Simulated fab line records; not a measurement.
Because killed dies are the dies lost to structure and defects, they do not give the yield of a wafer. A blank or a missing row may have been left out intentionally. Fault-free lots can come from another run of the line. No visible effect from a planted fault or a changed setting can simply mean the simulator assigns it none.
fab line records -- flow sky130
record lots=6, wafers=18, last-day=50
route steps=708 shown VT_ADJUST_NCORE@129 VT_ADJUST_HVTR@131 VT_ADJUST_PCH@143 SONOS_TUNNEL@154 SONOS_ONO@168 PAD_OPEN@708
lots untouched by any fault: they come from a run of this same line in which no faults occurred
start-h: start of the lot's first displayed wafer, in hours after the record's first day -- wait-h: hours from the lot's prior step to this one -- " identical to the entry in the row above -- L1.1+2: several wafers, shown together as one row -- - no value, or no start given -- * or withheld: withheld -- < > ~ a bound
route shown NAME@n: NAME is a module with steps in the file, n the number in the route of the first one -- usual: the fault-free wafers' mean and standard deviation -- same: alike in all rows -- chamber/n: place in a boat -- sites: readings site by site -- _std_site: how widely they spread, as a standard deviation -- _edge_site: mean of outer sites minus mean of inner sites -- radius-mm: for every site, how far away it sits from the centre of the wafer -- mask NAME#n: copy n -- behind: the tool/chamber that last shaped the wafer -- hold: cause of the lot's hold/its duration in hours/its outcome -- device: whichever transistor did not switch (one of n, p or np) -- end of line: the route-end tests of the same wafers -- for a step that has no rows: nothing shown but its recipe -- killed: at the first sort, the dies lost to defects and structure; wafer yield is something else -- map: a wafer's dies, x killed, . not, _ none there
set.NAME: setting as actually run; set.NAME@STEP: the setting as run at that earlier step -- model.NAME: the simulator's own value behind a step, which no gauge read
certain route steps with their lots: each step a table, each wafer a row
services: a tool's chamber out of use, with start hour (start-h, from the record's first day; less than 0 if before it), hours out, and reason
## steps
# step SKY_VT_ADJUST_NCORE_STRIP_10
# recipe chemistry=O2/N2, power-w=1400, pressure-mtorr=1500, platen-temp-c=withheld, o2-flow-sccm=3000, n2-flow-sccm=300, overash-fraction=0.5
# usual drypump-motor-current-A=5.8/0.3, oes-product-au=0.715/0.0044, strip-time-to-endpoint-s=14.17/0.039
lot.wafer,tool,chamber,start-h,wait-h,drypump-motor-current-A,oes-product-au,rf-hours-counter-h,strip-time-to-endpoint-s
L877.2,plasma-asher-03,1,179.18,0.1,5.4,0.718,50,14.21
L877.4,plasma-asher-03,0,179.18,0.1,6.0,0.722,-,14.20
L877.5,plasma-asher-03,1,179.18,0.1,5.4,0.716,-,14.19
L879.1,plasma-asher-03,0,194.11,0.1,6.0,0.715,51,14.17
L879.3,plasma-asher-03,0,194.11,0.1,6.0,0.719,-,14.19
L879.5,plasma-asher-03,1,194.11,0.1,5.4,0.721,-,14.20
L883.1,plasma-asher-04,0,226.06,0.1,6.2,0.714,54,14.15
L883.3,plasma-asher-04,1,226.06,0.1,5.5,0.714,-,14.09
L883.4,plasma-asher-04,0,226.06,0.1,6.1,0.713,-,14.11
L888.1,plasma-asher-04,0,256.03,0.1,6.2,0.716,58,14.12
L888.4,plasma-asher-04,0,256.03,0.1,6.2,0.722,-,14.09
L888.5,plasma-asher-04,0,256.03,0.1,6.2,0.716,-,14.14
L896.1,plasma-asher-04,0,324.77,0.1,6.2,0.719,65,14.21
L896.3,plasma-asher-04,1,324.77,0.1,5.5,0.714,-,14.19
L896.4,plasma-asher-04,0,324.77,0.1,6.1,0.717,-,14.21
L900.2,plasma-asher-04,0,341.98,0.1,6.1,0.719,67,14.22
L900.4,plasma-asher-04,0,341.98,0.1,6.2,0.722,-,14.20
L900.5,plasma-asher-04,0,341.98,0.1,6.1,0.717,-,14.18
# step SKY_VT_ADJUST_NCORE_TW_MEAS_11
# usual VT_ADJUST_NCORE_TW=218.2/1.5
lot.wafer,tool,chamber,start-h,wait-h,VT_ADJUST_NCORE_TW
L877.2,film-metro-01,-,179.29,0.1,215.6
L877.4,film-metro-01,-,179.29,0.1,214.7
L877.5,film-metro-01,-,179.29,0.1,215.6
L879.1,film-metro-01,-,194.21,0.1,217.2
L879.3,film-metro-01,-,194.21,0.1,217.7
L879.5,film-metro-01,-,194.21,0.1,215.8
L883.1,film-metro-04,-,226.16,0.1,217.5
L883.3,film-metro-04,-,226.16,0.1,217.8
L883.4,film-metro-04,-,226.16,0.1,217.1
L888.1,film-metro-01,-,256.13,0.1,216.9
L888.4,film-metro-01,-,256.13,0.1,216.7
L888.5,film-metro-01,-,256.13,0.1,217.0
L896.1,film-metro-01,-,324.87,0.1,218.2
L896.3,film-metro-01,-,324.87,0.1,217.7
L896.4,film-metro-01,-,324.87,0.1,218.0
L900.2,film-metro-01,-,342.09,0.1,216.2
L900.4,film-metro-01,-,342.09,0.1,216.4
L900.5,film-metro-01,-,342.09,0.1,217.8
# step SKY_VT_ADJUST_HVTR_DEHYDRATE_00
# recipe temp-c=200, time-s=60
# step SKY_VT_ADJUST_HVTR_HMDS_01
# recipe prime-time-s=60, prime-temp-c=120
# step SKY_VT_ADJUST_HVTR_COAT_02
# recipe resist=NOVOLAK, spin-rpm=3000, resist-thk-nm=1140
# step SKY_VT_ADJUST_HVTR_SOFTBAKE_03
# recipe temp-c=90, time-s=60, resist=NOVOLAK
# step SKY_VT_ADJUST_HVTR_EXPOSE_04
# recipe mask-id=HVTRM, target-cd-nm=380, na=0.6, source-shape=conventional, sigma-outer=0.6, dose-mj=150
# step SKY_VT_ADJUST_HVTR_PEB_05
# recipe temp-c=withheld, time-s=*, resist=NOVOLAK
# step SKY_VT_ADJUST_HVTR_DEVELOP_06
# recipe develop-time-s=60, dev-temp-c=23
# step SKY_VT_ADJUST_HVTR_CD_MEAS_07
# recipe target-cd-nm=380
# usual cd-nm=380.9/2.4
lot.wafer,tool,chamber,start-h,wait-h,cd-nm
L877.2,cd-sem-01,-,200.36,0.1,381.2
L877.4,cd-sem-01,-,200.36,0.1,380.5
L877.5,cd-sem-01,-,200.36,0.1,381.2
L879.1,cd-sem-01,-,215.79,0.1,380.0
L879.3,cd-sem-01,-,215.79,0.1,382.5
L879.5,cd-sem-01,-,215.79,0.1,381.5
L883.1,cd-sem-01,-,249.64,0.1,377.0
L883.3,cd-sem-01,-,249.64,0.1,378.0
L883.4,cd-sem-01,-,249.64,0.1,378.3
L888.1,cd-sem-02,-,280.37,0.1,383.0
L888.4,cd-sem-02,-,280.37,0.1,384.5
L888.5,cd-sem-02,-,280.37,0.1,383.5
L896.1,cd-sem-02,-,351.99,0.1,380.3
L896.3,cd-sem-02,-,351.99,0.1,376.7
L896.4,cd-sem-02,-,351.99,0.1,380.6
L900.2,cd-sem-01,-,369.77,0.1,383.0
L900.4,cd-sem-01,-,369.77,0.1,383.0
L900.5,cd-sem-01,-,369.77,0.1,383.0
# step SKY_VT_ADJUST_HVTR_OVL_MEAS_08
# usual VT_ADJUST_HVTR_OVL=0.5/1.4
lot.wafer,tool,chamber,start-h,wait-h,VT_ADJUST_HVTR_OVL[nm]
L877.2,overlay-02,-,200.47,0.1,-0.2
L877.4,overlay-02,-,200.47,0.1,0.5
L877.5,overlay-02,-,200.47,0.1,-1.4
L879.1,overlay-02,-,215.91,0.1,0.4
L879.3,overlay-02,-,215.91,0.1,-0.8
L879.5,overlay-02,-,215.91,0.1,-1.1
L883.1,overlay-01,-,249.76,0.1,3.5
L883.3,overlay-01,-,249.76,0.1,2.6
L883.4,overlay-01,-,249.76,0.1,4.1
L888.1,overlay-01,-,280.49,0.1,0.8
L888.4,overlay-01,-,280.49,0.1,-0.4
L888.5,overlay-01,-,280.49,0.1,-0.1
L896.1,overlay-02,-,352.11,0.1,1.1
L896.3,overlay-02,-,352.11,0.1,0.5
L896.4,overlay-02,-,352.11,0.1,2.2
L900.2,overlay-02,-,369.88,0.1,-1.9
L900.4,overlay-02,-,369.88,0.1,-1.2
L900.5,overlay-02,-,369.88,0.1,-0.6
# step SKY_VT_ADJUST_HVTR_IMPLANT_09
# recipe species=B, energy-kev=10, dose-cm2=2.1e+12, tilt-deg=withheld
# step SKY_VT_ADJUST_HVTR_STRIP_10
# recipe chemistry=O2/N2, power-w=1400, pressure-mtorr=1500, platen-temp-c=withheld, o2-flow-sccm=3000, n2-flow-sccm=300, overash-fraction=0.5
# usual drypump-motor-current-A=5.6/0.44, oes-product-au=0.716/0.004, strip-time-to-endpoint-s=14.16/0.042
lot.wafer,tool,chamber,start-h,wait-h,drypump-motor-current-A,oes-product-au,rf-hours-counter-h,strip-time-to-endpoint-s
L877.2,plasma-asher-02,1,200.65,0.1,4.8,0.719,36,14.15
L877.4,plasma-asher-02,0,200.65,0.1,5.7,0.709,-,14.13
L877.5,plasma-asher-02,1,200.65,0.1,4.8,0.720,-,14.11
L879.1,plasma-asher-02,1,216.10,0.1,4.8,0.715,38,14.15
L879.3,plasma-asher-02,1,216.10,0.1,4.8,0.712,-,14.16
L879.5,plasma-asher-02,0,216.10,0.1,5.8,0.713,-,14.17
L883.1,plasma-asher-02,0,249.95,0.1,5.8,0.716,41,14.11
L883.3,plasma-asher-02,1,249.95,0.1,4.8,0.711,-,14.12
L883.4,plasma-asher-02,0,249.95,0.1,5.8,0.710,-,14.07
L888.1,plasma-asher-02,0,280.68,0.1,5.8,0.725,44,14.11
L888.4,plasma-asher-02,0,280.68,0.1,5.8,0.717,-,14.14
L888.5,plasma-asher-02,1,280.68,0.1,4.8,0.720,-,14.12
L896.1,plasma-asher-03,1,352.30,0.1,5.4,0.718,65,14.19
L896.3,plasma-asher-03,0,352.30,0.1,6.0,0.711,-,14.16
L896.4,plasma-asher-03,1,352.30,0.1,5.4,0.712,-,14.17
L900.2,plasma-asher-02,0,370.06,0.1,5.8,0.714,53,14.14
L900.4,plasma-asher-02,1,370.06,0.1,4.8,0.723,-,14.18
L900.5,plasma-asher-02,0,370.06,0.1,5.7,0.717,-,14.15
# step SKY_VT_ADJUST_HVTR_TW_MEAS_11
# usual VT_ADJUST_HVTR_TW=211.4/1.6
lot.wafer,tool,chamber,start-h,wait-h,VT_ADJUST_HVTR_TW
L877.2,film-metro-02,-,200.76,0.1,212.6
L877.4,film-metro-02,-,200.76,0.1,213.9
L877.5,film-metro-02,-,200.76,0.1,213.8
L879.1,film-metro-02,-,216.20,0.1,213.6
L879.3,film-metro-02,-,216.20,0.1,213.8
L879.5,film-metro-02,-,216.20,0.1,213.1
L883.1,film-metro-02,-,250.05,0.1,212.5
L883.3,film-metro-02,-,250.05,0.1,212.2
L883.4,film-metro-02,-,250.05,0.1,212.6
L888.1,film-metro-03,-,280.78,0.1,213.6
L888.4,film-metro-03,-,280.78,0.1,212.6
L888.5,film-metro-03,-,280.78,0.1,212.5
L896.1,film-metro-04,-,352.40,0.1,210.6
L896.3,film-metro-04,-,352.40,0.1,211.1
L896.4,film-metro-04,-,352.40,0.1,211.1
L900.2,film-metro-04,-,370.17,0.1,208.8
L900.4,film-metro-04,-,370.17,0.1,208.4
L900.5,film-metro-04,-,370.17,0.1,209.4
# step SKY_VT_ADJUST_PCH_DEHYDRATE_00
# recipe temp-c=200, time-s=60
# step SKY_VT_ADJUST_PCH_HMDS_01
# recipe prime-time-s=60, prime-temp-c=120
# step SKY_VT_ADJUST_PCH_COAT_02
# recipe spin-rpm=2000, resist-thk-nm=3000
# step SKY_VT_ADJUST_PCH_SOFTBAKE_03
# recipe temp-c=110, time-s=withheld
# step SKY_VT_ADJUST_PCH_EXPOSE_04
# recipe mask-id=NWM, na=0.6, source-shape=conventional, sigma-outer=0.6, polarization=unpolarized, target-cd-nm=840, dose-mj=255
# step SKY_VT_ADJUST_PCH_PEB_05
# recipe temp-c=115, time-s=withheld
# step SKY_VT_ADJUST_PCH_DEVELOP_06
# recipe wall-angle-deg=90, developer=TMAH, develop-time-s=60, dev-temp-c=23
# step SKY_VT_ADJUST_PCH_OVL_MEAS_07
# usual VT_ADJUST_PCH_OVL=-0.6/1.3
lot.wafer,tool,chamber,start-h,wait-h,VT_ADJUST_PCH_OVL[nm]
L877.2,overlay-02,-,222.88,-,-2.5
L877.4,overlay-02,-,222.88,-,-1.1
L877.5,overlay-02,-,222.88,-,-1.6
L879.1,overlay-01,-,239.17,-,0.7
L879.3,overlay-01,-,239.17,-,1.2
L879.5,overlay-01,-,239.17,-,1.3
L883.1,overlay-02,-,274.12,-,1.2
L883.3,overlay-02,-,274.12,-,-0.2
L883.4,overlay-02,-,274.12,-,-0.4
L888.1,overlay-02,-,305.68,-,-0.2
L888.4,overlay-02,-,305.68,-,-0.4
L888.5,overlay-02,-,305.68,-,-0.2
L896.1,overlay-02,-,380.07,-,1.1
L896.3,overlay-02,-,380.07,-,1.0
L896.4,overlay-02,-,380.07,-,0.1
L900.2,overlay-02,-,399.25,-,-1.3
L900.4,overlay-02,-,399.25,-,-2.7
L900.5,overlay-02,-,399.25,-,-3.1
# step SKY_VT_ADJUST_PCH_IMPLANT_08
# recipe species=B, energy-kev=10, dose-cm2=5e+11, tilt-deg=withheld
# step SKY_VT_ADJUST_PCH_STRIP_09
# recipe chemistry=O2/N2, power-w=1400, pressure-mtorr=1500, platen-temp-c=withheld, o2-flow-sccm=3000, n2-flow-sccm=300, overash-fraction=0.5
# usual drypump-motor-current-A=5.6/0.47, oes-product-au=0.722/0.0049, strip-time-to-endpoint-s=36.86/0.083
lot.wafer,tool,chamber,start-h,wait-h,drypump-motor-current-A,oes-product-au,rf-hours-counter-h,strip-time-to-endpoint-s
L877.2,plasma-asher-02,1,223.06,0.1,4.8,0.711,39,36.88
L877.4,plasma-asher-02,1,223.06,0.1,4.8,0.715,-,36.89
L877.5,plasma-asher-02,1,223.06,0.1,4.8,0.732,-,36.89
L879.1,plasma-asher-04,1,239.36,0.1,5.5,0.730,56,36.86
L879.3,plasma-asher-04,1,239.36,0.1,5.5,0.722,-,36.67
L879.5,plasma-asher-04,1,239.36,0.1,5.5,0.725,-,36.83
L883.1,plasma-asher-04,0,274.31,0.1,6.2,0.721,59,37.09
L883.3,plasma-asher-04,0,274.31,0.1,6.2,0.726,-,37.07
L883.4,plasma-asher-04,1,274.31,0.1,5.5,0.724,-,36.96
L888.1,plasma-asher-02,1,305.86,0.1,4.8,0.726,47,36.88
L888.4,plasma-asher-02,0,305.86,0.1,5.8,0.724,-,36.92
L888.5,plasma-asher-02,0,305.86,0.1,5.8,0.730,-,36.95
L896.1,plasma-asher-03,1,380.26,0.1,5.5,0.723,67,36.69
L896.3,plasma-asher-03,1,380.26,0.1,5.4,0.724,-,36.80
L896.4,plasma-asher-03,0,380.26,0.1,6.0,0.713,-,36.77
L900.2,plasma-asher-02,0,399.43,0.1,5.8,0.721,55,36.87
L900.4,plasma-asher-02,1,399.43,0.1,4.8,0.724,-,36.80
L900.5,plasma-asher-02,1,399.43,0.1,4.8,0.712,-,36.91
# step SKY_VT_ADJUST_PCH_TW_MEAS_10
# usual VT_ADJUST_PCH_TW=142.6/1.3
lot.wafer,tool,chamber,start-h,wait-h,VT_ADJUST_PCH_TW
L877.2,film-metro-01,-,223.17,0.1,141.2
L877.4,film-metro-01,-,223.17,0.1,141.9
L877.5,film-metro-01,-,223.17,0.1,141.4
L879.1,film-metro-01,-,239.46,0.1,141.5
L879.3,film-metro-01,-,239.46,0.1,142.0
L879.5,film-metro-01,-,239.46,0.1,141.6
L883.1,film-metro-01,-,274.41,0.1,140.9
L883.3,film-metro-01,-,274.41,0.1,141.0
L883.4,film-metro-01,-,274.41,0.1,140.1
L888.1,film-metro-01,-,305.96,0.1,141.5
L888.4,film-metro-01,-,305.96,0.1,141.5
L888.5,film-metro-01,-,305.96,0.1,140.4
L896.1,film-metro-02,-,380.36,0.1,143.7
L896.3,film-metro-02,-,380.36,0.1,142.9
L896.4,film-metro-02,-,380.36,0.1,143.6
L900.2,film-metro-01,-,399.54,0.1,140.8
L900.4,film-metro-01,-,399.54,0.1,140.9
L900.5,film-metro-01,-,399.54,0.1,141.0
# step SKY_SONOS_TUNNEL_DEHYDRATE_00
# recipe temp-c=200, time-s=60
# step SKY_SONOS_TUNNEL_HMDS_01
# recipe prime-time-s=60, prime-temp-c=120
# step SKY_SONOS_TUNNEL_COAT_02
# recipe resist=NOVOLAK, spin-rpm=3000, resist-thk-nm=1140
# step SKY_SONOS_TUNNEL_SOFTBAKE_03
# recipe temp-c=90, time-s=60, resist=NOVOLAK
# step SKY_SONOS_TUNNEL_EXPOSE_04
# recipe mask-id=TUNM, na=0.6, source-shape=conventional, sigma-outer=0.6, polarization=unpolarized, target-cd-nm=410, dose-mj=136
# step SKY_SONOS_TUNNEL_PEB_05
# recipe temp-c=withheld, time-s=*, resist=NOVOLAK
# step SKY_SONOS_TUNNEL_DEVELOP_06
# recipe resist=NOVOLAK, developer=TMAH, develop-time-s=60, dev-temp-c=23
# step SKY_SONOS_TUNNEL_CD_MEAS_07
# recipe target-cd-nm=410
# usual cd-nm=410.3/2.2
lot.wafer,tool,chamber,start-h,wait-h,cd-nm
L877.2,cd-sem-01,-,245.90,0.1,410.3
L877.4,cd-sem-01,-,245.90,0.1,411.6
L877.5,cd-sem-01,-,245.90,0.1,409.7
L879.1,cd-sem-02,-,262.45,0.1,407.6
L879.3,cd-sem-02,-,262.45,0.1,404.5
L879.5,cd-sem-02,-,262.45,0.1,405.8
L883.1,cd-sem-01,-,299.69,0.1,412.1
L883.3,cd-sem-01,-,299.69,0.1,414.5
L883.4,cd-sem-01,-,299.69,0.1,412.4
L888.1,cd-sem-01,-,331.92,0.1,410.8
L888.4,cd-sem-01,-,331.92,0.1,409.5
L888.5,cd-sem-01,-,331.92,0.1,410.0
L896.1,cd-sem-01,-,409.64,0.1,410.8
L896.3,cd-sem-01,-,409.64,0.1,410.3
L896.4,cd-sem-01,-,409.64,0.1,409.4
L900.2,cd-sem-01,-,429.07,0.1,411.0
L900.4,cd-sem-01,-,429.07,0.1,407.6
L900.5,cd-sem-01,-,429.07,0.1,408.5
# step SKY_SONOS_TUNNEL_OVL_MEAS_08
# usual SONOS_TUNNEL_OVL=-0.5/1.4
lot.wafer,tool,chamber,start-h,wait-h,SONOS_TUNNEL_OVL[nm]
L877.2,overlay-01,-,246.00,0.1,2.5
L877.4,overlay-01,-,246.00,0.1,2.8
L877.5,overlay-01,-,246.00,0.1,1.9
L879.1,overlay-02,-,262.57,0.1,1.1
L879.3,overlay-02,-,262.57,0.1,0.0
L879.5,overlay-02,-,262.57,0.1,-1.7
L883.1,overlay-02,-,299.81,0.1,1.7
L883.3,overlay-02,-,299.81,0.1,-1.0
L883.4,overlay-02,-,299.81,0.1,-0.6
L888.1,overlay-02,-,332.04,0.1,1.2
L888.4,overlay-02,-,332.04,0.1,0.9
L888.5,overlay-02,-,332.04,0.1,1.1
L896.1,overlay-01,-,409.76,0.1,-2.3
L896.3,overlay-01,-,409.76,0.1,-2.0
L896.4,overlay-01,-,409.76,0.1,-2.3
L900.2,overlay-01,-,429.17,0.1,-2.4
L900.4,overlay-01,-,429.17,0.1,-1.8
L900.5,overlay-01,-,429.17,0.1,-0.9
# step SKY_SONOS_TUNNEL_IMPLANT_09
# recipe species=B, energy-kev=20, dose-cm2=1e+12, tilt-deg=withheld
# step SKY_SONOS_TUNNEL_WET_ETCH_10
# recipe chemistry=dHF, target-depth-nm=14, target=SiO2, dilution=100:1, temp-c=25, time-s=280
# step SKY_SONOS_TUNNEL_STRIP_11
# recipe chemistry=SPM, time-s=600, temp-c=130
# step SKY_SONOS_TUNNEL_TW_MEAS_12
# usual SONOS_TUNNEL_TW=196.9/1.8
lot.wafer,tool,chamber,start-h,wait-h,SONOS_TUNNEL_TW
L877.2,film-metro-02,-,246.45,0.0,199.4
L877.4,film-metro-02,-,246.45,0.0,201.1
L877.5,film-metro-02,-,246.45,0.0,200.5
L879.1,film-metro-04,-,263.02,0.0,195.6
L879.3,film-metro-04,-,263.02,0.0,196.0
L879.5,film-metro-04,-,263.02,0.0,197.3
L883.1,film-metro-01,-,300.37,0.0,196.1
L883.3,film-metro-01,-,300.37,0.0,196.4
L883.4,film-metro-01,-,300.37,0.0,195.5
L888.1,film-metro-04,-,332.49,0.0,197.1
L888.4,film-metro-04,-,332.49,0.0,196.5
L888.5,film-metro-04,-,332.49,0.0,196.8
L896.1,film-metro-02,-,410.21,0.0,197.8
L896.3,film-metro-02,-,410.21,0.0,198.5
L896.4,film-metro-02,-,410.21,0.0,197.1
L900.2,film-metro-01,-,429.64,0.0,196.2
L900.4,film-metro-01,-,429.64,0.0,195.9
L900.5,film-metro-01,-,429.64,0.0,196.5
# step SKY_SONOS_TUNNEL_CLEAN_13
# recipe chemistry=dHF, time-s=20, dilution=100:1, dry=ipa-marangoni
# step SKY_SONOS_ONO_OXIDATION_00
# recipe temp-c=800, ambient=O2, idle-temp-c=700, ramp-up-c-per-min=10, ramp-down-c-per-min=3, stabilise-s=600, purge-s=300, target-thk-a=26, ox-time-s=1249
# step SKY_SONOS_ONO_THK_MEAS_01
# recipe reads=SiO2_of_SONOS_ONO_OXIDATION_00
# usual SONOS_ONO_OXIDATION_THK=2.57/0.062
lot.wafer,tool,chamber,start-h,wait-h,SONOS_ONO_OXIDATION_THK[nm]
L877.2,film-metro-03,-,249.46,0.0,2.60
L877.4,film-metro-03,-,249.46,0.0,2.57
L877.5,film-metro-03,-,249.46,0.0,2.54
L879.1,film-metro-01,-,265.12,0.0,2.65
L879.3,film-metro-01,-,265.12,0.0,2.56
L879.5,film-metro-01,-,265.12,0.0,2.61
L883.1,film-metro-03,-,303.35,0.0,2.48
L883.3,film-metro-03,-,303.35,0.0,2.51
L883.4,film-metro-03,-,303.35,0.0,2.46
L888.1,film-metro-03,-,334.63,0.0,2.71
L888.4,film-metro-03,-,334.63,0.0,2.63
L888.5,film-metro-03,-,334.63,0.0,2.62
L896.1,film-metro-03,-,411.85,0.0,2.45
L896.3,film-metro-03,-,411.85,0.0,2.56
L896.4,film-metro-03,-,411.85,0.0,2.57
L900.2,film-metro-03,-,431.47,0.0,2.57
L900.4,film-metro-03,-,431.47,0.0,2.57
L900.5,film-metro-03,-,431.47,0.0,2.61
# step SKY_SONOS_ONO_CVD_02
# recipe material=Si3N4, precursor=DCS/NH3, target-thk-nm=10.5, temp-c=770, time-s=180, pressure-mtorr=250
# step SKY_PAD_OPEN_PROBE_99
# usual killed_at_M0_to_M3=44/7.3, killed_at_M4_up=3.1/1.6, killed-at-contacts=24/5.4, killed-at-front-end=15/4, killed-at-other=0.2/0.49, killed-dies=86/10, killed-open=48/7.3, killed-short=38/6.3
# same gross-dies=492, killed-at-back-side=0
lot.wafer,tool,chamber,start-h,wait-h,killed_at_M0_to_M3,killed_at_M4_up,killed-at-contacts,killed-at-front-end,killed-at-other,killed-dies,killed-open,killed-short
L883.1,prober-02,-,1113.42,0.1,36,3,12,55,0,106,35,30
L883.3,prober-02,-,1113.52,0.2,37,2,13,50,0,102,38,27
L883.4,prober-02,-,1113.57,0.2,40,6,16,50,0,112,52,23
L888.1,prober-01,-,1136.60,0.1,40,1,30,54,0,125,52,34
L888.4,prober-01,-,1136.75,0.2,57,0,30,49,0,136,56,45
L888.5,prober-01,-,1136.80,0.2,42,0,23,54,1,120,46,38
# killed by level:class
L883.1 VT_ADJUST_HVTR:unspecified=41 VIA1:geometric-particle:open=11 VIA2:geometric-particle:open=5 LI_CONTACT:geometric-particle:open=4 VIA1:geometric-particle:short=4 VIA3:geometric-particle:open=4 FIELD_ISO:geometric-particle:short=3 CONTACT:geometric-particle:short=3
L883.3 VT_ADJUST_HVTR:unspecified=37 VIA1:geometric-particle:open=10 FIELD_ISO:geometric-particle:open=6 VIA1:geometric-particle:short=6 LI_CONTACT:geometric-particle:open=5 CONTACT:geometric-particle:open=4 VIA3:geometric-particle:short=4 POLY_GATE:geometric-particle:open=3
L883.4 VT_ADJUST_HVTR:unspecified=37 VIA1:geometric-particle:open=10 VIA2:geometric-particle:open=8 LI_CONTACT:geometric-particle:open=8 FIELD_ISO:geometric-particle:open=5 POLY_GATE:geometric-particle:open=5 CONTACT:geometric-particle:open=4 VIA1:geometric-particle:short=4
L888.1 VT_ADJUST_HVTR:unspecified=39 CONTACT:geometric-particle:open=14 VIA2:geometric-particle:open=9 LI_CONTACT:geometric-particle:open=8 METAL1:geometric-particle:short=8 VIA1:geometric-particle:open=8 POLY_GATE:geometric-particle:open=6 POLY_GATE:geometric-particle:short=4
L888.4 VT_ADJUST_HVTR:unspecified=35 CONTACT:geometric-particle:open=14 VIA1:geometric-particle:open=10 LI_CONTACT:geometric-particle:open=7 VIA3:geometric-particle:open=7 METAL2:geometric-particle:short=6 METAL3:geometric-particle:short=6 METAL1:geometric-particle:short=6
L888.5 VT_ADJUST_HVTR:unspecified=36 VIA1:geometric-particle:open=9 CONTACT:geometric-particle:open=7 VIA2:geometric-particle:open=7 POLY_GATE:geometric-particle:short=5 LOCAL_INTERCONNECT:geometric-particle:short=5 VIA2:geometric-particle:short=5 VIA3:geometric-particle:open=5
# map L883.4 (x killed, . not)
__________....xxx..._________
________.x..x.x......._______
______......x..........._____
_____x...x.x...xx...x.xx.____
____........x...........x.___
___.x....x...x..x....x...x.__
__.............xx....x......_
_...x....x......x.........x..
_...........x......xx..x...x.
_..x....x.xx.x.x.x....x.xx.xx
_...x....xx....x.x........x..
_........xxxxxx........x.x.x.
_.x....x.xxxxxx....x.........
_....x..xxxxxxxx...x.........
_x..x....xxxxxx...x..........
__.......xxxx.x............._
___......xx.x..............__
____..xx.x.........xx....x___
_____........x......x..x.____
______xx................_____
________..........x..._______
__________.x....x..._________
# map L888.4 (x killed, . not)
__________...x.x...._________
________.....xx.xx...._______
______...x......xx......_____
_____.......xxx.......x..____
____......x.........x.x..x___
___..x.....x...........x.x.__
__.....x.....xx..........x.._
_..x.........................
_.x.x..x.....xx.....x.xx..x..
_....xx...x.xx..x....x..x.x..
_x..x..x..xxx.xx...x...x.....
_x...xx.xx.xxxx.x..x.xxx.....
_...x...xxxxxxx.....x....x..x
_..xx...xxxxxxxxx....x.....xx
_...x.x.xxxxxxxxxx.......x...
__...x....xxxx......xx...x.._
___.......xx..x...x........__
____....xx.x.x......x.....___
_____.x...x..xx.x...x..x.____
______.......x..xx...x.._____
________.............._______
__________..xx......_________
## services
tool,chamber,start-h,hours,kind
plasma-asher-02,-,170.31,2.8,pm
plasma-asher-02,-,226.23,2.9,repair
plasma-asher-03,-,236.25,8.5,repair
plasma-asher-04,-,259.42,1.2,repair
plasma-asher-03,-,302.50,11.8,repair
plasma-asher-02,-,339.43,4.0,repair
plasma-asher-04,-,383.22,0.9,repair
## key
first-sign step=SKY_PAD_OPEN_PROBE_99, reading=killed-at-front-end, direction=up, sigmas=9.3, usual=15, struck=52
effect step=SKY_PAD_OPEN_PROBE_99, reading=killed-dies, direction=up, sigmas=3.1, usual=86, struck=117
met-at SKY_VT_ADJUST_HVTR_STRIP_10
struck-wafers L883.1,L883.3,L883.4,L888.1,L888.4,L888.5
tester-left-out L883,L888
onset-between 216.10 249.95
fault kind=chamber-particle-source, tool=plasma-asher-02, chamber=-, onset-h=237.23, steps=SKY_VT_ADJUST_HVTR_STRIP_10, rate-per-visit-cm2=0.39634, end-h=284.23
# tester-left-out: of these lots the tester's yield and bins aren't shown, on N5 and GAA mostly nor the transistor test; their killed dies are dies lost to structure and defects alone, not to doping, threshold or leakage, so they don't give the yield
